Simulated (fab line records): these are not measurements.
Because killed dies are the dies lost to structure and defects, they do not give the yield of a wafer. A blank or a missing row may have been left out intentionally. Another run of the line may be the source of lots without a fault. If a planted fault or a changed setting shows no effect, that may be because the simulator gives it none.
Matching of chambers	flow gf180mcu	GF_V4_CMP_04 on cmp-01 has 4 sister chambers
The step polishes SiO2. 8 wafers are shown with their chamber, then 7 later ones without.

== EACH WAFER AND ITS CHAMBER ==
wafer	chamber	motor_current_A (A)	time_to_endpoint_s (s)
L745.2	3	14.4	83
L746.3	2	13.2	83
L746.5	0	12.1	79
L749.3	3	13.8	90
L749.5	1	12.7	85
L749.6	2	13.4	99
L757.2	0	12.5	92
L757.4	1	12.8	92

== WAFERS WITH NO CHAMBER GIVEN ==
wafer	motor_current_A (A)	time_to_endpoint_s (s)
L757.5	13.3	87
L759.2	13.5	94
L759.3	12.5	84
L759.5	13.8	96
L760.1	13.9	84
L760.5	13.0	80
L760.6	12.3	90

== CHAMBER TAKEN BY EACH ==
wafer	from the rows above	in truth
L757.5	can't be placed: 2 or 1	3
L759.2	can't be placed: 2 or 3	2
L759.3	can't be placed: 0 or 1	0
L759.5	can't be placed: 3 or 2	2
L760.1	can't be placed: 3 or 2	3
L760.5	can't be placed: 1 or 2 or 0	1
L760.6	can't be placed: 0 or 1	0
Placed correctly: 0 of 7. Can't be placed from these rows: 7 (the true chamber is among the candidates in 6). Number placed wrongly: 0.
How it was worked out, from the rows above alone: a wafer's distance from a chamber is the root of the sum, over the readings, of the square of ((its reading less the chamber's mean) divided by the reading's scatter). The wafer belongs to the nearest chamber; if the next one is less than 2 further off, it can't be placed. Each chamber's mean is taken over the wafers shown for it. The scatter is the square root of a quotient: the sum, over the shown wafers, of each reading's squared deviation from its chamber's mean, divided by wafers minus chambers.
